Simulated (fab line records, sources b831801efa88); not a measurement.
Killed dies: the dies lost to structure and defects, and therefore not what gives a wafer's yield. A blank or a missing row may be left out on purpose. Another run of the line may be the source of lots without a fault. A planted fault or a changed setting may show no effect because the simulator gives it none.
What tool caused it? | flow sky130 | 11 lots (33 wafers sampled), 1 step of a 708-step route

## WHAT THE GAUGES SHOWED, per wafer
SKY_SD_N_RS_MEAS_17: uses a four-point probe to measure.
lot  | measured     | on            | SD_P_RS (ohm/sq)
L142 | day 27 14:58 | film_metro-02 | 147.8 147.5 147.7
L144 | day 28 08:19 | film_metro-04 | 147.3 146.9 147.3
L146 | day 29 08:07 | film_metro-04 | 146.9 146.7 146.9
L148 | day 29 21:17 | film_metro-01 | 147.1 146.9 147.0
L149 | day 31 12:11 | film_metro-04 | 147.3 147.8 147.5
L152 | day 31 13:59 | film_metro-01 | 147.1 146.5 146.7
L156 | day 32 23:22 | film_metro-04 | 147.4 147.0 146.9
L157 | day 33 10:06 | film_metro-01 | 147.7 147.1 147.3
L160 | day 33 16:44 | film_metro-02 | 147.8 147.4 147.6
L163 | day 34 17:44 | film_metro-04 | 147.3 147.2 147.6
L165 | day 35 06:07 | film_metro-01 | 146.5 146.9 147.2

## TOOL THAT RAN EACH LOT (tool first, then ch and the chambers of the sampled wafers, then the start)
There is no process step in the record ahead of these readings.

## THE ANSWER, worked out from the rows above alone
Rule: usual is defined by the lots themselves. Put in order of their means at a reading, lots are off if they are a third of the lots or fewer, leave a main group of 4 or more, and stand apart from it by a gap of 3 or more times the standard deviation of the main group's means; of several such gaps the widest counts. A main group is skipped when, at the precision printed for the reading in the tables above, its means are all equal. A lot without any number at a reading at which 4 lots or more have one is off too. The other lots that the step has rows for count as sound.
Across all readings shown, no lot is off: no conclusion can be drawn from this.

## WHAT HAD BEEN PUT IN BY THE SIMULATOR
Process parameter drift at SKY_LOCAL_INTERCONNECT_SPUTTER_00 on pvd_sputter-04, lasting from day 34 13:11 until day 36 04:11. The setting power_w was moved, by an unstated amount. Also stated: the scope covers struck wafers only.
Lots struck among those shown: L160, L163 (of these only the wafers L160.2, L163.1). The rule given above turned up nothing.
